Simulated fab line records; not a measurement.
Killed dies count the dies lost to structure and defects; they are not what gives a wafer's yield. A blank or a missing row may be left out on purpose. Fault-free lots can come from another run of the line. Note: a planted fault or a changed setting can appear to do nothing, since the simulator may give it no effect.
Struck lot and sound lot, side by side / flow sky130 / 16 steps out of a route of 708
Sound: wafers L577.3, L577.5, L577.6. Struck: wafers L580.1, L580.3. (L580.6 of the same lot was not struck and is left out.) The cause comes at the end.
For every step that has rows: the tool of each side, followed by ch and its chambers, followed by its first start. Under that, the readings that differ: sound wafers / struck wafers / difference of the means / sigmas: that difference in standard deviations of wafers without a fault.
alike: words and numbers the same on both sides, and readings whose means are apart by under 2 such deviations; not compared: readings that were withheld, readings missing a value for some wafer, numbers with overlapping values and no deviation given by the record, and bounds like >300 which may hide the same value.
A row with sigmas, a row that says differs or no value, or rows on one side alone: a step with any of these is where the two part. Non-overlapping numbers with no deviation appear without sigmas and do not part them. Lack of a reading on every wafer of one side parts them only where that side has two or more wafers.

SKY_METAL2_THK_MEAS_06: measures by xrf.
  sound on filmMetro-04, day 37 08:34; struck on filmMetro-04, day 38 08:17
  alike: METAL2_ALCU_THK
then, 8 steps without rows for these wafers: SKY_METAL2_DEHYDRATE_07 (time 60 s); SKY_METAL2_HMDS_08 (prime time 60 s); SKY_METAL2_COAT_09 (resist thk 60 nm); SKY_METAL2_COAT_10 (resist thk 450 nm); SKY_METAL2_SOFTBAKE_11 (time 90 s); SKY_METAL2_EXPOSE_12 (exposes mask MM2, target cd 140 nm); SKY_METAL2_PEB_13; SKY_METAL2_DEVELOP_14 (develop time 60 s).
SKY_METAL2_CD_MEAS_15: target cd 140 nm.
  sound on cdSem-02, day 38 10:10; struck on cdSem-02, day 39 08:55
  alike: cdNm
SKY_METAL2_OVL_MEAS_16:
  sound on overlay-02, day 38 10:15; struck on overlay-01, day 39 09:02
  alike: METAL2_OVL
SKY_METAL2_DESCUM_17: chemistry O2, time 8 s.
  sound on rieMetal-02 ch 0,1, day 38 10:17; struck on rieMetal-02 ch 0,1, day 39 09:05
  alike: drypumpMotorCurrentA, oesProductAu, rfFwdPowerW
  not compared: rfHoursCounterH
SKY_METAL2_ETCH_18: etches BARC in N2/H2, stops on SiO2, time 45.9 s, target depth 60 nm.
  sound on rieMetal-02 ch 0,1, day 38 10:20; struck on rieMetal-02 ch 0,1, day 39 09:07
reading=model.KrF-thick_of_METAL2_COAT_10.thkNm (nm); sound=391.5 393.7 392.4; struck=376.4 376.1; difference=-16.3; sigmas=
reading=model.METAL2.cdNm (nm); sound=137.8 139.1 137.6; struck=134.8 135; difference=-3.3; sigmas=
  alike: biasW, drypumpMotorCurrentA, oesProductAu, rfFwdPowerW, throttleValvePct
  not compared: rfHoursCounterH
SKY_METAL2_METAL_ETCH_19: etches the open film in Cl2/BCl3, stops on SiO2, target depth 360 nm, time 78 s.
  sound on rieMetal-02 ch 0,1, day 38 10:24; struck on rieMetal-02 ch 0,1, day 39 09:10
reading=model.KrF-thick_of_METAL2_COAT_10.thkNm (nm); sound=157.8 159.8 158.5; struck=143.5 137.2; difference=-18.4; sigmas=
  alike: biasW, drypumpMotorCurrentA, oesProductAu, rfFwdPowerW, throttleValvePct
  not compared: rfHoursCounterH
SKY_METAL2_STRIP_20: strips in O2/N2.
  sound on plasmaAsher-01 ch 0,1, day 38 10:29; struck on plasmaAsher-03 ch 0,1, day 39 09:16
reading=drypumpMotorCurrentA (A); sound=4.8 4.8 5.5; struck=6.0 5.9; difference=+0.9; sigmas=+2
reading=stripTimeToEndpointS (s); sound=2.682 2.706 2.682; struck=2.525 2.468; difference=-0.193; sigmas=-7
  alike: oesProductAu
  not compared: rfHoursCounterH
then, 1 step without rows for these wafers: SKY_METAL2_STRIP_21 (strips in post etch residue remover, time 1200 s).

== WHERE THEY PART ==
Only at SKY_METAL2_STRIP_20, as far as this record shows.

WHY: what the simulator had put in
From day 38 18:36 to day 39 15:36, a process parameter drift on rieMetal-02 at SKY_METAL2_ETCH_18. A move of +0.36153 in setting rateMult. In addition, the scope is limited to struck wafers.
